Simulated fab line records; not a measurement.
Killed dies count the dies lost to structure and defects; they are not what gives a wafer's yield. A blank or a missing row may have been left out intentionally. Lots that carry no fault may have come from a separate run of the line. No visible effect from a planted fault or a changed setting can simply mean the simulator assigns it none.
Shared-tool check :: flow gf180mcu :: 45 wafers sampled across 15 lots

== WHY IT WAS OPENED ==
Of 15 lots, 3 have the reading DNWELL_TW flagged at GF_DNWELL_TW_MEAS_09. Wafers without a fault read 1364, standard deviation 8.
Rule: flag the lot when none of its wafers has a number, or when each of its wafers that has one lies beyond 4 standard deviations from that mean. As for the other lots, they are considered sound.

lot: L605
measured: day 2 18:21
on: film_metro-03
DNWELL_TW, wafer by wafer: 1361 1361 1365
flag: 

lot: L606
measured: day 3 03:02
on: film_metro-04
DNWELL_TW, wafer by wafer: 1696 1700 1706
flag: FLAGGED

lot: L608
measured: day 3 11:09
on: film_metro-04
DNWELL_TW, wafer by wafer: 1354 1361 1363
flag: 

lot: L609
measured: day 3 15:43
on: film_metro-03
DNWELL_TW, wafer by wafer: 1353 1364 1360
flag: 

lot: L610
measured: day 3 20:28
on: film_metro-02
DNWELL_TW, wafer by wafer: 1712 1724 1703
flag: FLAGGED

lot: L616
measured: day 5 08:40
on: film_metro-04
DNWELL_TW, wafer by wafer: 1691 1699 1697
flag: FLAGGED

lot: L618
measured: day 5 16:24
on: film_metro-04
DNWELL_TW, wafer by wafer: 1361 1361 1363
flag: 

lot: L619
measured: day 5 19:52
on: film_metro-04
DNWELL_TW, wafer by wafer: 1363 1357 1353
flag: 

lot: L620
measured: day 6 00:46
on: film_metro-03
DNWELL_TW, wafer by wafer: 1362 1366 1373
flag: 

lot: L621
measured: day 6 09:15
on: film_metro-03
DNWELL_TW, wafer by wafer: 1364 1370 1357
flag: 

lot: L622
measured: day 6 12:33
on: film_metro-04
DNWELL_TW, wafer by wafer: 1361 1359 1370
flag: 

lot: L623
measured: day 6 17:22
on: film_metro-02
DNWELL_TW, wafer by wafer: 1367 1355 1356
flag: 

lot: L625
measured: day 7 05:28
on: film_metro-02
DNWELL_TW, wafer by wafer: 1378 1376 1370
flag: 

lot: L626
measured: day 7 10:06
on: film_metro-02
DNWELL_TW, wafer by wafer: 1378 1370 1365
flag: 

lot: L628
measured: day 7 23:49
on: film_metro-04
DNWELL_TW, wafer by wafer: 1358 1358 1350
flag: 
On average the flagged lots' numbers are 1703, which is +339 against the usual, or +42 standard deviations.

== LOT BY LOT: THE TOOL USED ==
The record holds 1 process step before the reading, out of a route of 602 steps. In each cell: the tool, then ch and the chambers that the sampled wafers went through, then the start.
lot: L605
flag: 
GF_DNWELL_IMPLANT_07: implanter-04 ch 0, day 2 18:06

lot: L606
flag: FLAGGED
GF_DNWELL_IMPLANT_07: implanter-04 ch 0, day 3 02:30

lot: L608
flag: 
GF_DNWELL_IMPLANT_07: implanter-02 ch 0, day 3 10:54

lot: L609
flag: 
GF_DNWELL_IMPLANT_07: implanter-03 ch 0, day 3 15:30

lot: L610
flag: FLAGGED
GF_DNWELL_IMPLANT_07: implanter-02 ch 0, day 3 19:38

lot: L616
flag: FLAGGED
GF_DNWELL_IMPLANT_07: implanter-03 ch 0, day 5 08:06

lot: L618
flag: 
GF_DNWELL_IMPLANT_07: implanter-03 ch 0, day 5 16:09

lot: L619
flag: 
GF_DNWELL_IMPLANT_07: implanter-04 ch 0, day 5 19:39

lot: L620
flag: 
GF_DNWELL_IMPLANT_07: implanter-02 ch 0, day 6 00:31

lot: L621
flag: 
GF_DNWELL_IMPLANT_07: implanter-03 ch 0, day 6 09:00

lot: L622
flag: 
GF_DNWELL_IMPLANT_07: implanter-02 ch 0, day 6 12:18

lot: L623
flag: 
GF_DNWELL_IMPLANT_07: implanter-04 ch 0, day 6 17:07

lot: L625
flag: 
GF_DNWELL_IMPLANT_07: implanter-02 ch 0, day 7 05:15

lot: L626
flag: 
GF_DNWELL_IMPLANT_07: implanter-04 ch 0, day 7 09:51

lot: L628
flag: 
GF_DNWELL_IMPLANT_07: implanter-03 ch 0, day 7 23:36
These steps, and what they do:
- GF_DNWELL_IMPLANT_07
- GF_DNWELL_TW_MEAS_09

== FLAGGED OVER TOTAL, TOOL BY TOOL (the gauges that took the reading come last) ==
step: GF_DNWELL_IMPLANT_07
tool: implanter-02
lots run: 5
flagged: 1
share of the flagged lots: some
sound lots run after its first flagged lot: 3 (L620,L622,L625)

step: GF_DNWELL_IMPLANT_07
tool: implanter-03
lots run: 5
flagged: 1
share of the flagged lots: some
sound lots run after its first flagged lot: 3 (L618,L621,L628)

step: GF_DNWELL_IMPLANT_07
tool: implanter-04
lots run: 5
flagged: 1
share of the flagged lots: some
sound lots run after its first flagged lot: 3 (L619,L623,L626)

step: GF_DNWELL_TW_MEAS_09
tool: film_metro-02
lots run: 4
flagged: 1
share of the flagged lots: some
sound lots run after its first flagged lot: 3 (L623,L625,L626)

step: GF_DNWELL_TW_MEAS_09
tool: film_metro-03
lots run: 4
flagged: 0
share of the flagged lots: none
sound lots run after its first flagged lot: -

step: GF_DNWELL_TW_MEAS_09
tool: film_metro-04
lots run: 7
flagged: 2
share of the flagged lots: some
sound lots run after its first flagged lot: 5 (L608,L618,L619,L622,L628)

== THE TABLE: WHAT IT ALLOWS ==
No row of the table ran every flagged lot.

== WHAT THE SIMULATOR HAD INSERTED ==
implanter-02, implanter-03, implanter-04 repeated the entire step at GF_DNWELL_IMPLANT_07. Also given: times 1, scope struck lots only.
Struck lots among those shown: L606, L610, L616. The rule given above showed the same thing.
